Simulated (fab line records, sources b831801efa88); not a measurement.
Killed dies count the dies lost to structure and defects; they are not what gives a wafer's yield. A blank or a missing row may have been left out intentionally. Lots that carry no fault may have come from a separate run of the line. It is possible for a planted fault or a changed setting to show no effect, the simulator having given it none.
Comparing a struck lot with a sound one :: flow sky130 :: 15 out of 708 route steps
Sound: wafers L749.3, L749.4, L749.6. Wafers struck: L762.3, L762.4, L762.6. Last of all comes the cause.
For every step that has rows: the tool of each side, followed by ch and its chambers, followed by its first start. Under that, the readings that differ: sound wafers :: struck wafers :: difference of the means :: sigmas: that difference in standard deviations of wafers without a fault.
alike: words and numbers the same on both sides, and readings whose means are apart by under 2 such deviations; not compared: readings that were withheld, readings missing a value for some wafer, numbers with overlapping values and no deviation given by the record, and bounds like >300 which may hide the same value.
Wherever a step has rows on one side only, a row that says differs or no value, or a row with sigmas, the two part there. Non-overlapping numbers with no deviation appear without sigmas and do not part them. A reading missing from all wafers of one side parts the sides only when that side holds two or more wafers.

first, 2 steps without rows for these wafers: SKY_POLY_GATE_CLEAN_19 (cleans in SC1/SC2, time 150 s); SKY_POLY_GATE_OXIDATION_20 (stabilise 600 s, purge 300 s, target thk 4 nm).
SKY_POLY_GATE_THK_MEAS_21:
  struck on film-metro-04, day 22 05:58; sound on film-metro-01, day 17 09:44
  alike: POLY_GATE_OXIDATION_THK
SKY_POLY_GATE_CD_MEAS_22:
  struck on cd-sem-02, day 22 06:04; sound on cd-sem-02, day 17 09:50
  alike: cd-nm
then, 7 steps without rows for these wafers: SKY_LDD_N_DEHYDRATE_00 (time 60 s); SKY_LDD_N_HMDS_01 (prime time 60 s); SKY_LDD_N_COAT_02 (resist thk 300 nm); SKY_LDD_N_SOFTBAKE_03 (time 60 s); SKY_LDD_N_EXPOSE_04 (exposes mask NTM, target cd 840 nm); SKY_LDD_N_PEB_05; SKY_LDD_N_DEVELOP_06 (develop time 60 s).
SKY_LDD_N_OVL_MEAS_07:
  struck on overlay-01, day 23 11:22; sound on overlay-01, day 18 15:16
  alike: LDD_N_OVL
SKY_LDD_N_IMPLANT_08:
  sound on implanter-03 ch 0, day 18 15:20; struck on implanter-03 ch 0, day 23 11:26
reading: beam-on-s (s)
sound: 10.07 10.02 10.04
struck: 11.17 11.49 11.26
difference: +1.26
sigmas: +6

reading: end-station-pressure-torr (Torr)
sound: 5.58e-06 5.54e-06 5.3e-06
struck: 8.18e-05 7.733e-05 7.81e-05
difference: +7.36e-05
sigmas: +99 or more

reading: faraday-current-uA
sound: 421 422 418
struck: 372 360 367
difference: -54
sigmas: -6
next, for these wafers, 1 step has no rows: SKY_LDD_N_IMPLANT_09.
-- a jump in the record: the struck wafers' starts before and after are 26 days apart (it breaks off in module LDD_N and resumes in module PAD_OPEN, where the first step shown is number 708 of the route) --
SKY_PAD_OPEN_PROBE_99:
  struck on prober-01, day 49 13:36; sound on prober-02, day 46 06:55
reading: model.etest.tip-n.rs-ohm-sq
sound: 444.4 448.5 448.1
struck: 433.9 434.9 433.1
difference: -13.0
sigmas: 
  alike: killed_at_M0_to_M3, killed_at_M4_up, killed-at-contacts, killed-at-front-end, killed-at-other, killed-dies, killed-open, killed-short

== WHERE THEY PART ==
Only at SKY_LDD_N_IMPLANT_08, within this record. Later steps at which nothing parts them and some readings are alike: SKY_PAD_OPEN_PROBE_99.

WHY: the cause the simulator had injected
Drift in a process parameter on implanter-03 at SKY_LDD_N_IMPLANT_08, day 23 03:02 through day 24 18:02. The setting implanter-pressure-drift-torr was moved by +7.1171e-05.
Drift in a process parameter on implanter-03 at SKY_LDD_N_IMPLANT_08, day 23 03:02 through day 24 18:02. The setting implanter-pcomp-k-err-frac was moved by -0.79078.
